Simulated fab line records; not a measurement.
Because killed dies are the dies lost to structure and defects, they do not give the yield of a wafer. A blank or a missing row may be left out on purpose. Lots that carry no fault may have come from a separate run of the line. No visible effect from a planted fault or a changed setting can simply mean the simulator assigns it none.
Which tool did it? ; flow sky130 ; 12 lots, 36 wafers sampled, at 3 steps of a route of 708

WHAT EACH GAUGE READ, for each wafer
SKY_LI_CONTACT_CD_MEAS_12 targets a cd of 170 nm. Usual: cd_nm reads 170.1 nm (standard deviation 1.4).
lot;measured;on;cd_nm (nm);flag
L839;day 29 02:41;cd_sem-02;169.2 170.1 169.9;
L840;day 29 18:44;cd_sem-02;169.8 167.8 169.5;
L841;day 29 21:54;cd_sem-01;172.8 170.9 171.4;
L842;day 30 05:21;cd_sem-02;170.9 170.6 171.5;
L849;day 32 13:46;cd_sem-02;134.5 135.6 133.0;OFF
L852;day 33 18:17;cd_sem-01;168.0 168.6 168.9;
L854;day 34 19:16;cd_sem-02;170.8 169.2 170.3;
L858;day 36 03:07;cd_sem-02;170.8 172.2 170.3;
L860;day 36 04:28;cd_sem-02;172.3 171.1 172.3;
L859;day 36 07:00;cd_sem-01;169.6 167.8 168.6;
L861;day 37 02:32;cd_sem-01;172.1 170.7 172.8;
L862;day 37 07:10;cd_sem-02;169.7 169.1 169.1;

WHAT TOOL EACH LOT RAN ON (gives the tool, then ch and the chambers of the sampled wafers, and finally the start)
lot;SKY_POLY_CUT_STRIP_12;SKY_LI_CONTACT_EXPOSE_09
L839;plasma_asher-03 ch 0,1, day 24 04:31;krf_scanner-02 ch 0, day 28 13:41
L840;plasma_asher-02 ch 0,1, day 24 23:25;krf_scanner-01 ch 0, day 29 04:16
L841;plasma_asher-04 ch 0,1, day 25 01:51;krf_scanner-02 ch 0, day 29 06:32
L842;plasma_asher-03 ch 0,1, day 25 07:34;krf_scanner-02 ch 0, day 29 14:41
L849;plasma_asher-04 ch 0,1, day 27 19:27;krf_scanner-02 ch 0, day 31 22:29
L852;plasma_asher-02 ch 0,1, day 29 00:42;krf_scanner-02 ch 0, day 33 03:42
L854;plasma_asher-03 ch 1, day 30 04:36;krf_scanner-02 ch 0, day 34 04:43
L858;plasma_asher-02 ch 0,1, day 31 13:27;krf_scanner-01 ch 0, day 35 12:41
L860;plasma_asher-03 ch 0,1, day 31 15:22;krf_scanner-02 ch 0, day 35 15:21
L859;plasma_asher-04 ch 0,1, day 31 18:22;krf_scanner-02 ch 0, day 35 19:33
L861;plasma_asher-03 ch 0,1, day 32 13:19;krf_scanner-02 ch 0, day 36 11:30
L862;plasma_asher-04 ch 0,1, day 32 18:22;krf_scanner-01 ch 0, day 36 17:26
- SKY_POLY_CUT_STRIP_12: strips in O2/N2.
- SKY_LI_CONTACT_EXPOSE_09: exposes mask LICM1, target cd 170 nm.

WHAT THE TOOLS THEMSELVES READ (means of the sampled wafers that have a number; where no wafer has one, the mark that the record gives instead)
SKY_POLY_CUT_STRIP_12. Usual: drypump_motor_current_A 5.63 A, standard deviation 0.28; o2_flow_sccm 3001 sccm, standard deviation 9.1; oes_product_au 0.453 a.u., standard deviation 0.0042; strip_time_to_endpoint_s 5.367 s, standard deviation 0.016.
lot;tool;drypump_motor_current_A (A);o2_flow_sccm (sccm);oes_product_au (a.u.);strip_time_to_endpoint_s (s);flag
L839;plasma_asher-03;5.46;2998;0.452;5.369;
L840;plasma_asher-02;5.51;3001;0.455;5.368;
L841;plasma_asher-04;5.86;3000;0.455;5.389;
L842;plasma_asher-03;5.45;3000;0.453;5.366;
L849;plasma_asher-04;5.84;3004;0.453;5.360;
L852;plasma_asher-02;5.39;2998;0.451;5.383;
L854;plasma_asher-03;5.74;3013;0.451;5.376;
L858;plasma_asher-02;5.49;3003;0.450;5.370;
L860;plasma_asher-03;5.63;3007;0.450;5.372;
L859;plasma_asher-04;6.00;2993;0.453;5.371;
L861;plasma_asher-03;5.59;3002;0.455;5.372;
L862;plasma_asher-04;5.84;3000;0.456;5.349;

THE ANSWER, worked out from the rows above alone
Rule: a lot counts as off when the mean over its wafers that have a number is more than 3 standard deviations away from the usual mean. A lot without any number at a reading at which 4 lots or more have one is off too. The other lots that the step has rows for count as sound. The gauges are gone through in route order, then the tools' own readings, and for those a lot's mean is taken as printed above. The first step at which some lot is off is used, and at that step the reading that is off furthest; a lot without a number counts as furthest.
Off, at SKY_LI_CONTACT_CD_MEAS_12 on cd_nm: L849.
If a tool, at a process step before that reading, ran all the lots that are off and no sound lot after the first of them, it fits. The gauges at SKY_LI_CONTACT_CD_MEAS_12 are tried like those tools. No candidate that was tried fits.

WHAT THE SIMULATOR HAD INSERTED
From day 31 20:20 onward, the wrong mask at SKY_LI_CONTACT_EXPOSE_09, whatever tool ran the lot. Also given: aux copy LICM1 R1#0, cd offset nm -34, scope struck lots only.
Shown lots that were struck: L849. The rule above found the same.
